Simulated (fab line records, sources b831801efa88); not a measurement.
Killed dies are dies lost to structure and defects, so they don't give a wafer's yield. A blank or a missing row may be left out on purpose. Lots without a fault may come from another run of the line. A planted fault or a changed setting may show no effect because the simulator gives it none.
Which tool did it? | flow sky130 | 12 lots, 36 wafers sampled, at 4 steps of a route of 708

WHAT THE GAUGES READ, wafer by wafer
SKY_VIA4_RS_MEAS_19: measures by four-point-probe. Usual: VIA4_W_RS 0.2263 ohm/sq, standard deviation 0.0023.
lot  | measured     | on            | VIA4_W_RS (ohm/sq)                        | flag
L144 | day 42 22:46 | film_metro-04 | 0.1127 0.1124 0.1115 0.1124 0.1122 0.1115 | OFF
L145 | day 43 13:40 | film_metro-03 | 0.1128 0.1133 0.1131 0.1127 0.1129 0.1130 | OFF
L146 | day 43 17:05 | film_metro-03 | 0.1127 0.1142 0.1136 0.1130 0.1142 0.1134 | OFF
L156 | day 46 10:16 | film_metro-03 | 0.2266 0.2229 0.2238                      |
L157 | day 46 14:14 | film_metro-04 | 0.2266 0.2255 0.2258                      |
L158 | day 46 22:04 | film_metro-02 | 0.2270 0.2273 0.2279                      |
L159 | day 47 07:37 | film_metro-04 | 0.2256 0.2261 0.2245                      |
L160 | day 47 08:56 | film_metro-04 | 0.2248 0.2270 0.2260                      |
L162 | day 47 20:17 | film_metro-03 | 0.2261 0.2257 0.2276                      |
L164 | day 48 02:15 | film_metro-04 | 0.2231 0.2261 0.2241                      |
L166 | day 48 20:55 | film_metro-03 | 0.2273 0.2261 0.2250                      |
L167 | day 49 05:35 | film_metro-04 | 0.2221 0.2239 0.2233                      |

WHICH TOOL RAN EACH LOT (tool, then ch and the chambers of the sampled wafers, then the start)
lot  | SKY_VIA3_CVD_21               | SKY_METAL4_ETCH_17                 | SKY_VIA4_CVD_18
L144 | cvd_w-02 ch 0,1, day 39 17:04 | rie_diel-04 ch 1,2,3, day 41 20:23 | cvd_w-01 ch 0,1, day 42 22:16
L145 | cvd_w-01 ch 0,1, day 40 09:37 | rie_diel-04 ch 1,3, day 42 11:47   | cvd_w-02 ch 0,1, day 43 13:10
L146 | cvd_w-01 ch 0,1, day 40 12:55 | rie_diel-04 ch 2,3, day 42 15:10   | cvd_w-02 ch 0,1, day 43 16:37
L156 | cvd_w-02 ch 0,1, day 43 12:58 | rie_diel-01 ch 0,1, day 45 11:16   | cvd_w-02 ch 0,1, day 46 10:06
L157 | cvd_w-02 ch 0, day 43 18:08   | rie_diel-02 ch 0,2, day 45 14:48   | cvd_w-02 ch 0,1, day 46 14:04
L158 | cvd_w-02 ch 0,1, day 44 02:52 | rie_diel-01 ch 1,2, day 45 23:02   | cvd_w-02 ch 0,1, day 46 21:55
L159 | cvd_w-02 ch 0,1, day 44 11:46 | rie_diel-01 ch 0,3, day 46 07:55   | cvd_w-02 ch 0,1, day 47 07:29
L160 | cvd_w-02 ch 0,1, day 44 14:02 | rie_diel-01 ch 0,3, day 46 09:57   | cvd_w-02 ch 0,1, day 47 08:45
L162 | cvd_w-02 ch 0,1, day 45 03:25 | rie_diel-02 ch 0,2,3, day 46 22:53 | cvd_w-02 ch 0,1, day 47 20:08
L164 | cvd_w-02 ch 0,1, day 45 07:50 | rie_diel-04 ch 0,1,3, day 47 03:22 | cvd_w-01 ch 0,1, day 48 02:05
L166 | cvd_w-02 ch 0,1, day 46 05:37 | rie_diel-01 ch 1,2, day 48 00:05   | cvd_w-02 ch 0,1, day 48 20:46
L167 | cvd_w-02 ch 0,1, day 46 15:22 | rie_diel-04 ch 1,2, day 48 09:46   | cvd_w-01 ch 0, day 49 05:26
- SKY_VIA3_CVD_21: deposits W, target thk 390 nm, time 117.31 s.
- SKY_METAL4_ETCH_17: etches SiO2 in C4F8/O2/Ar, stops on TiN, time 3.9 s, target depth 15 nm.
- SKY_VIA4_CVD_18: deposits W, target thk 505 nm, time 152.14 s.

WHAT THE TOOLS THEMSELVES READ (means of the sampled wafers that have a number; where no wafer has one, the mark that the record gives instead)
SKY_VIA3_CVD_21. Usual: heater_power_w 805 W, standard deviation 47; susceptor_temp_C 400.01 C, standard deviation 0.22.
lot  | tool     | heater_power_w (W) | susceptor_temp_C (C) | flag
L144 | cvd_w-02 | 819                | 399.93               |
L145 | cvd_w-01 | 706                | 400.18               |
L146 | cvd_w-01 | 699                | 400.14               |
L156 | cvd_w-02 | 824                | 400.07               |
L157 | cvd_w-02 | 833                | 400.24               |
L158 | cvd_w-02 | 829                | 399.95               |
L159 | cvd_w-02 | 835                | 399.85               |
L160 | cvd_w-02 | 834                | 400.03               |
L162 | cvd_w-02 | 817                | 400.04               |
L164 | cvd_w-02 | 828                | 399.73               |
L166 | cvd_w-02 | 832                | 400.02               |
L167 | cvd_w-02 | 823                | 400.24               |

SKY_METAL4_ETCH_17. Usual: oes_product_au 0.756 a.u., standard deviation 0.0064.
lot  | tool        | oes_product_au (a.u.) | flag
L144 | rie_diel-04 | 0.757                 |
L145 | rie_diel-04 | 0.755                 |
L146 | rie_diel-04 | 0.755                 |
L156 | rie_diel-01 | 0.753                 |
L157 | rie_diel-02 | 0.760                 |
L158 | rie_diel-01 | 0.761                 |
L159 | rie_diel-01 | 0.750                 |
L160 | rie_diel-01 | 0.756                 |
L162 | rie_diel-02 | 0.759                 |
L164 | rie_diel-04 | 0.755                 |
L166 | rie_diel-01 | 0.758                 |
L167 | rie_diel-04 | 0.754                 |

SKY_VIA4_CVD_18. Usual: heater_power_w 803 W, standard deviation 49; susceptor_temp_C 400.02 C, standard deviation 0.21.
lot  | tool     | heater_power_w (W) | susceptor_temp_C (C) | flag
L144 | cvd_w-01 | 723                | 400.11               |
L145 | cvd_w-02 | 812                | 399.92               |
L146 | cvd_w-02 | 829                | 400.00               |
L156 | cvd_w-02 | 826                | 399.98               |
L157 | cvd_w-02 | 817                | 400.10               |
L158 | cvd_w-02 | 819                | 400.09               |
L159 | cvd_w-02 | 835                | 400.03               |
L160 | cvd_w-02 | 806                | 399.93               |
L162 | cvd_w-02 | 835                | 400.23               |
L164 | cvd_w-01 | 731                | 399.89               |
L166 | cvd_w-02 | 828                | 399.83               |
L167 | cvd_w-01 | 693                | 400.00               |

THE ANSWER, worked out from the rows above alone
Rule: a lot is off if the mean of its wafers that have a number lies more than 3 standard deviations from the usual mean. A lot without any number at a reading at which 4 lots or more have one is off too. The other lots that the step has rows for count as sound. The gauges are gone through in route order, then the tools' own readings, and for those a lot's mean is taken as printed above. The first step at which some lot is off is used, and at that step the reading that is off furthest; a lot without a number counts as furthest.
Off: L144, L145, L146, at SKY_VIA4_RS_MEAS_19 (VIA4_W_RS).
A tool fits if, at a process step before that reading, it ran every lot that is off, and no sound lot after the first of them. The gauges at SKY_VIA4_RS_MEAS_19 are tried like those tools. None of those tried fits.

WHAT THE SIMULATOR HAD PUT IN
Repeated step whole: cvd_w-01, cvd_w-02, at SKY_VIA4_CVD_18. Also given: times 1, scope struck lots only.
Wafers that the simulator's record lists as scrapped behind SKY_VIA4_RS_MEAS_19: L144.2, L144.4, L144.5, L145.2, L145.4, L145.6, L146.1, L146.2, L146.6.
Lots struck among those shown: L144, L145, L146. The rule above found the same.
